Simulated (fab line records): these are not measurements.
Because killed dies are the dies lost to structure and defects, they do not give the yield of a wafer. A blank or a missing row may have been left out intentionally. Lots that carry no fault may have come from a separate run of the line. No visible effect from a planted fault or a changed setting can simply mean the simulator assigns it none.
Matching of chambers ; flow gf180mcu ; 3 sister chambers for GF_PASSIVATION_CVD_00 on pecvd-01
The step deposits SiO2 from TEOS, target thk 1000 nm, time 111.95 s. 6 wafers are shown with their chamber, then 12 later ones without.

WAFERS WITH THEIR CHAMBER
wafer;chamber;heater power w (W)
L082.4;2;594
L086.1;2;676
L086.6;0;761
L087.1;1;844
L087.5;0;753
L087.6;1;708

WAFERS WHOSE CHAMBER IS MISSING
wafer;heater power w (W)
L092.1;813
L092.3;683
L092.4;712
L093.1;820
L093.2;738
L093.3;822
L093.4;596
L093.5;841
L093.6;858
L094.3;685
L094.5;595
L094.6;768

THE CHAMBER EACH PASSED THROUGH
wafer;from the rows above;in truth
L092.1;can't be placed: 1 or 0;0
L092.3;can't be placed: 2 or 0 or 1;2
L092.4;can't be placed: 0 or 1 or 2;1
L093.1;can't be placed: 1 or 0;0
L093.2;can't be placed: 0 or 1 or 2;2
L093.3;can't be placed: 1 or 0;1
L093.4;can't be placed: 2 or 0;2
L093.5;can't be placed: 1 or 0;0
L093.6;can't be placed: 1 or 0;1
L094.3;can't be placed: 2 or 0 or 1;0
L094.5;can't be placed: 2 or 0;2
L094.6;can't be placed: 1 or 0 or 2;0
Correctly placed: 0 of 12. These rows do not allow placing 12 (true chamber among the candidates in 12). Wrongly placed: 0.
How it was worked out, from the rows above alone: a wafer's distance from a chamber is the root of the sum, over the readings, of the square of ((its reading less the chamber's mean) divided by the reading's scatter). If the next closest chamber is less than 2 further off than the closest, the wafer can't be placed; otherwise it belongs to the closest. Each chamber's mean is taken over the wafers shown for it. How the scatter is found: for the shown wafers, subtract from each reading the mean of its chamber, square and add these, divide the total by (wafers less chambers), then take the root.
